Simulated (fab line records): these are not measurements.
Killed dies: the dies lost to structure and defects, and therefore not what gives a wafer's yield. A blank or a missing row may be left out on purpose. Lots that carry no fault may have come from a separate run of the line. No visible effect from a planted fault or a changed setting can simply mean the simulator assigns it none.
What tool caused it? | flow gf180mcu | 6 lots, 18 wafers sampled, at 2 steps of a route of 602

## WHAT THE GAUGES READ, wafer by wafer
GF_M2_OVL_MEAS_15.
lot  | measured     | on         | M2_OVL (nm)
L540 | day 20 21:36 | overlay-01 | 0 6 -1
L543 | day 22 09:19 | overlay-01 | 6 7 7
L548 | day 23 16:59 | overlay-01 | 1 9 0
L554 | day 26 02:09 | overlay-01 | 8 1 -4
L558 | day 26 22:00 | overlay-01 | -3 2 -5
L559 | day 27 07:24 | overlay-02 | 3 3 9

## WHAT TOOL EACH LOT RAN ON (gives the tool, then ch and the chambers of the sampled wafers, and finally the start)
lot  | GF_M2_SPUTTER_04
L540 | pvd_sputter-04, day 19 21:32
L543 | pvd_sputter-04, day 21 09:53
L548 | pvd_sputter-02, day 22 17:54
L554 | pvd_sputter-04, day 25 04:56
L558 | pvd_sputter-02, day 26 01:21
L559 | pvd_sputter-04, day 26 10:40
- GF_M2_SPUTTER_04: material TiN, target thk 50 nm, time 41.7 s.

## THE ANSWER, worked out from the rows above alone
Rule: the lots themselves supply what counts as usual. Put in order of their means at a reading, lots are off if they are a third of the lots or fewer, leave a main group of 4 or more, and stand apart from it by a gap of 3 or more times the standard deviation of the main group's means; of several such gaps the widest counts. Not used: any main group whose means are identical at the precision the tables above print for the reading. A lot without any number at a reading at which 4 lots or more have one is off too. Where the step has rows for the other lots, those lots are counted as sound.
Across all readings shown, no lot is off: no conclusion can be drawn from this.

## WHAT HAD BEEN PUT IN BY THE SIMULATOR
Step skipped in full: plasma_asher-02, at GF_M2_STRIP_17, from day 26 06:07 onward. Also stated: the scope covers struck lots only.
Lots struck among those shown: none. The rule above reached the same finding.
